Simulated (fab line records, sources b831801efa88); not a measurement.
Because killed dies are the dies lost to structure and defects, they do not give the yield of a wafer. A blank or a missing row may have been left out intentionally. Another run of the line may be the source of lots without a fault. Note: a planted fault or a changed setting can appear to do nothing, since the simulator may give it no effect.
The tool behind it: which one? :: flow sky130 :: 42 wafers from 14 lots sampled at 4 of the route's 708 steps

## WHAT THE GAUGES READ, wafer by wafer
SKY_VIA1_THK_MEAS_23: measures by xrf.
lot: L314
measured: day 33 20:57
on: film-metro-03
VIA1_W_THK (nm): 274 277 285

lot: L315
measured: day 34 06:46
on: film-metro-02
VIA1_W_THK (nm): 265 273 270

lot: L316
measured: day 34 16:39
on: film-metro-03
VIA1_W_THK (nm): 274 280 274

lot: L317
measured: day 34 20:15
on: film-metro-04
VIA1_W_THK (nm): 279 274 279

lot: L319
measured: day 35 18:30
on: film-metro-04
VIA1_W_THK (nm): 271 273 273

lot: L320
measured: day 35 19:34
on: film-metro-02
VIA1_W_THK (nm): 268 269 273

lot: L321
measured: day 36 05:35
on: film-metro-02
VIA1_W_THK (nm): 273 269 275

lot: L322
measured: day 36 18:15
on: film-metro-02
VIA1_W_THK (nm): 271 271 271

lot: L324
measured: day 37 06:00
on: film-metro-02
VIA1_W_THK (nm): 267 267 267

lot: L325
measured: day 37 15:05
on: film-metro-03
VIA1_W_THK (nm): 283 279 283

lot: L326
measured: day 37 22:35
on: film-metro-04
VIA1_W_THK (nm): 273 275 275

lot: L331
measured: day 40 02:28
on: film-metro-02
VIA1_W_THK (nm): 273 265 271

lot: L333
measured: day 40 09:22
on: film-metro-03
VIA1_W_THK (nm): 271 278 273

lot: L336
measured: day 40 20:44
on: film-metro-02
VIA1_W_THK (nm): 273 268 272

SKY_METAL2_OVL_MEAS_16.
lot: L314
measured: day 35 00:04
on: overlay-01
METAL2_OVL (nm): 6 6 8

lot: L315
measured: day 35 09:55
on: overlay-02
METAL2_OVL (nm): 4 7 5

lot: L316
measured: day 35 20:20
on: overlay-02
METAL2_OVL (nm): -2 -7 -2

lot: L317
measured: day 35 23:11
on: overlay-02
METAL2_OVL (nm): -10 4 0

lot: L319
measured: day 36 21:16
on: overlay-02
METAL2_OVL (nm): -6 2 -9

lot: L320
measured: day 36 22:00
on: overlay-01
METAL2_OVL (nm): -7 -7 -8

lot: L321
measured: day 37 08:19
on: overlay-01
METAL2_OVL (nm): -6 2 0

lot: L322
measured: day 37 19:41
on: overlay-01
METAL2_OVL (nm): 5 0 -1

lot: L324
measured: day 38 08:24
on: overlay-02
METAL2_OVL (nm): -4 -3 -7

lot: L325
measured: day 38 17:46
on: overlay-02
METAL2_OVL (nm): 5 14 3

lot: L326
measured: day 39 01:19
on: overlay-02
METAL2_OVL (nm): 9 -4 -2

lot: L331
measured: day 41 02:47
on: overlay-02
METAL2_OVL (nm): 12 11 13

lot: L333
measured: day 41 09:49
on: overlay-02
METAL2_OVL (nm): 7 6 -1

lot: L336
measured: day 41 20:55
on: overlay-01
METAL2_OVL (nm): 8 -3 2

SKY_VIA2_THK_MEAS_23: measures by xrf.
lot: L314
measured: day 36 05:21
on: film-metro-03
VIA2_W_THK (nm): 441 441 433

lot: L315
measured: day 36 14:04
on: film-metro-03
VIA2_W_THK (nm): 439 427 424

lot: L316
measured: day 37 01:43
on: film-metro-04
VIA2_W_THK (nm): 435 433 437

lot: L317
measured: day 37 04:11
on: film-metro-01
VIA2_W_THK (nm): 422 423 429

lot: L319
measured: day 38 01:06
on: film-metro-01
VIA2_W_THK (nm): 422 423 426

lot: L320
measured: day 38 02:11
on: film-metro-01
VIA2_W_THK (nm): 424 429 421

lot: L321
measured: day 38 13:12
on: film-metro-01
VIA2_W_THK (nm): 433 432 422

lot: L322
measured: day 38 23:45
on: film-metro-01
VIA2_W_THK (nm): 417 426 434

lot: L324
measured: day 39 11:45
on: film-metro-01
VIA2_W_THK (nm): 428 423 421

lot: L325
measured: day 39 21:59
on: film-metro-03
VIA2_W_THK (nm): 435 434 445

lot: L326
measured: day 40 04:15
on: film-metro-04
VIA2_W_THK (nm): 441 435 435

lot: L331
measured: day 42 04:38
on: film-metro-03
VIA2_W_THK (nm): 423 432 428

lot: L333
measured: day 42 12:01
on: film-metro-03
VIA2_W_THK (nm): 432 439 426

lot: L336
measured: day 42 23:34
on: film-metro-01
VIA2_W_THK (nm): 440 432 421

## TOOL THAT RAN EACH LOT (tool first, then ch and the chambers of the sampled wafers, then the start)
lot: L314
SKY_VIA1_HDPCVD_00: hdpcvd-01 ch 0,2, day 32 17:13

lot: L315
SKY_VIA1_HDPCVD_00: hdpcvd-01 ch 1,2, day 33 02:31

lot: L316
SKY_VIA1_HDPCVD_00: hdpcvd-02 ch 0,1, day 33 12:28

lot: L317
SKY_VIA1_HDPCVD_00: hdpcvd-02 ch 0,1,2, day 33 16:56

lot: L319
SKY_VIA1_HDPCVD_00: hdpcvd-02 ch 1,2, day 34 14:02

lot: L320
SKY_VIA1_HDPCVD_00: hdpcvd-01 ch 1,2, day 34 15:32

lot: L321
SKY_VIA1_HDPCVD_00: hdpcvd-02 ch 1,2, day 35 01:16

lot: L322
SKY_VIA1_HDPCVD_00: hdpcvd-02 ch 0,2, day 35 14:09

lot: L324
SKY_VIA1_HDPCVD_00: hdpcvd-01 ch 1,2, day 36 02:06

lot: L325
SKY_VIA1_HDPCVD_00: hdpcvd-01 ch 0,1,2, day 36 10:56

lot: L326
SKY_VIA1_HDPCVD_00: hdpcvd-01 ch 0,1,2, day 36 19:41

lot: L331
SKY_VIA1_HDPCVD_00: hdpcvd-02 ch 0,1, day 38 23:58

lot: L333
SKY_VIA1_HDPCVD_00: hdpcvd-01 ch 1,2, day 39 06:47

lot: L336
SKY_VIA1_HDPCVD_00: hdpcvd-01 ch 0,1, day 39 18:41
- SKY_VIA1_HDPCVD_00: deposits SiO2, target thk 1030 nm, time 171.7 s.

## AS READ BY THE TOOLS THEMSELVES (means over the sampled wafers that have a number; for cases with no such wafer, the mark the record gives instead)
The record holds no such reading with a usual standard deviation.

## THE ANSWER, worked out from the rows above alone
Rule: what is usual is taken from the lots themselves. The widest of any qualifying gaps counts: lots, ordered by their means at a reading, are off when they make up no more than a third of the lots, leave a main group of 4 or more, and stand apart from it by 3 or more times the standard deviation of that group's means. Not used: any main group whose means are identical at the precision the tables above print for the reading. A lot without any number at a reading at which 4 lots or more have one is off too. The other lots that the step has rows for count as sound. Order of review: gauges by route order, followed by the tools' own readings, for which a lot's mean as printed above is used. The first step at which some lot is off is used, and at that step the reading that is off furthest; a lot without a number counts as furthest.
Across all readings shown, no lot is off: no conclusion can be drawn from this.

## WHAT THE SIMULATOR HAD PUT IN
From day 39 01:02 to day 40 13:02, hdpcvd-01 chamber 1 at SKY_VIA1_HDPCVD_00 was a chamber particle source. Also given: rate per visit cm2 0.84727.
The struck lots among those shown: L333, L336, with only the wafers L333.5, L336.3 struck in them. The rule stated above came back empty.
